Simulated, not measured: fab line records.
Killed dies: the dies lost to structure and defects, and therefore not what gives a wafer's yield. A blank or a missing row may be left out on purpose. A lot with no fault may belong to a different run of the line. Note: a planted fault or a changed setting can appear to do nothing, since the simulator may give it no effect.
One fault through the eyes of 2 desks || flow gf180mcu || what lay behind the numbers comes last; until then each desk has only its own

AT THE METROLOGY DESK
What the gauges read, lot by lot, whatever tool the lot ran on: means of the sampled wafers that have a number. If a lot's mean is further than 4 standard deviations from the usual mean, the lot is out of limits and carries the mark OUT (the distance appears in the brackets).
Columns: A = CONTACT_CVD_00_THK at GF_CONTACT_THK_MEAS_01, usual 299 nm
{"lot": "L699", "first seen here": "day 16 05:52", "A": 298}
{"lot": "L700", "first seen here": "day 16 16:29", "A": 295}
{"lot": "L701", "first seen here": "day 16 20:48", "A": 302}
{"lot": "L705", "first seen here": "day 18 02:10", "A": "256 (-13) OUT"}
{"lot": "L707", "first seen here": "day 18 20:33", "A": "256 (-13) OUT"}
{"lot": "L713", "first seen here": "day 21 05:01", "A": 300}
{"lot": "L714", "first seen here": "day 21 13:01", "A": 302}
{"lot": "L716", "first seen here": "day 22 12:44", "A": 303}
{"lot": "L717", "first seen here": "day 22 16:53", "A": 300}
{"lot": "L718", "first seen here": "day 23 04:28", "A": 299}
{"lot": "L719", "first seen here": "day 23 13:58", "A": 296}
This desk reports L705, L707 out of limits; the earliest was L705 at day 18 02:10 (CONTACT_CVD_00_THK at GF_CONTACT_THK_MEAS_01). L699, L700, L701, L713, L714, L716, L717, L718, L719 stayed within limits.

FOR THE TOOL OWNER'S DESK: hdpcvd-02
The tool's own readings at GF_CONTACT_CVD_00 (deposits SiO2, target thk 300 nm, time 50 s): means of the sampled wafers that have a number, for each lot that ran on this tool. If a lot's mean is further than 4 standard deviations from the usual mean, the lot is out of limits and carries the mark OUT (the distance appears in the brackets).
Columns: A = sih4-flow-sccm at GF_CONTACT_CVD_00, usual 60.04 sccm; B = susceptor-temp-C at GF_CONTACT_CVD_00, usual 399.98 C
{"lot": "L701", "first seen here": "day 16 20:46", "A": 59.90, "B": 400.14}
{"lot": "L705", "first seen here": "day 18 02:07", "A": "50.92 (-51) OUT", "B": 399.99}
{"lot": "L707", "first seen here": "day 18 20:31", "A": "51.26 (-49) OUT", "B": 399.78}
{"lot": "L716", "first seen here": "day 22 12:41", "A": 60.15, "B": 399.90}
{"lot": "L717", "first seen here": "day 22 16:49", "A": 60.05, "B": 400.20}
{"lot": "L718", "first seen here": "day 23 04:25", "A": 60.00, "B": 399.86}
{"lot": "L719", "first seen here": "day 23 13:55", "A": 60.07, "B": 399.98}
Finding of this desk: L705, L707 out of limits; the first was L705 at day 18 02:07, on sih4-flow-sccm at GF_CONTACT_CVD_00. L701, L716, L717, L718, L719 stayed within limits.

BROUGHT TOGETHER
An alarm could have come from the tool owner's desk at day 18 02:07, on L705, L707.
Metrology desk: alarm possible at day 18 02:10 on L705, L707.
The lots listed all ran GF_CONTACT_CVD_00 on hdpcvd-02.

WHAT THE SIMULATOR HAD PUT IN
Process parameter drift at GF_CONTACT_CVD_00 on hdpcvd-02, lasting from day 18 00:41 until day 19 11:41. A move of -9 in setting sih4-flow-sccm, from 60. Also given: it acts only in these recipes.
Struck lots among those shown: L705, L707.
Time in hours from fault onset to the first out-of-limits reading at each desk: tool owner's desk 1, metrology desk 1.
